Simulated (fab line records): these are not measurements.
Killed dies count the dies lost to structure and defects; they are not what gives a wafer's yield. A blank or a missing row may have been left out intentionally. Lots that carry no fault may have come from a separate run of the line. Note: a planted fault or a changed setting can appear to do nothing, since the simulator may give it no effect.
Matching of chambers + flow sky130 + SKY_VIA3_HDPCVD_00 on hdpcvd-01 has 3 sister chambers
The step deposits SiO2, target thk 1635 nm, time 272.5 s. 6 wafers are shown with their chamber, then 7 later ones without.

WAFERS PAIRED WITH THEIR CHAMBERS
| wafer  | chamber | run-length-s (s) |
|--------|---------|------------------|
| L655.3 | 0       | 300.5            |
| L657.1 | 2       | 300.9            |
| L657.4 | 0       | 300.6            |
| L659.1 | 2       | 301.1            |
| L670.1 | 1       | 300.2            |
| L670.4 | 1       | 300.6            |

WAFERS WITH NO CHAMBER GIVEN
| wafer  | run-length-s (s) |
|--------|------------------|
| L670.5 | 300.0            |
| L672.1 | 300.1            |
| L672.3 | 300.9            |
| L672.4 | 300.1            |
| L674.1 | 300.7            |
| L674.3 | 300.0            |
| L674.6 | 300.6            |

THE CHAMBER EACH PASSED THROUGH
| wafer  | from the rows above          | in truth |
|--------|------------------------------|----------|
| L670.5 | can't be placed: 1 or 0      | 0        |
| L672.1 | can't be placed: 1 or 0      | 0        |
| L672.3 | can't be placed: 2 or 0      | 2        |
| L672.4 | can't be placed: 1 or 0      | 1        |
| L674.1 | can't be placed: 0 or 1 or 2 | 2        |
| L674.3 | can't be placed: 1 or 0      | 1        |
| L674.6 | can't be placed: 0 or 1 or 2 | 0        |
Correctly placed: 0 of 7. These rows do not allow placing 7 (true chamber among the candidates in 7). Placed wrongly: 0.
How it was worked out, from the rows above alone: a wafer's distance from a chamber is the root of the sum, over the readings, of the square of ((its reading less the chamber's mean) divided by the reading's scatter). The wafer belongs to the nearest chamber; if the next one is less than 2 further off, it can't be placed. Each chamber's mean is taken over the wafers shown for it. The scatter: take each reading less its chamber's mean, square it, sum over the shown wafers, divide by the number of wafers less the number of chambers, and take the root.
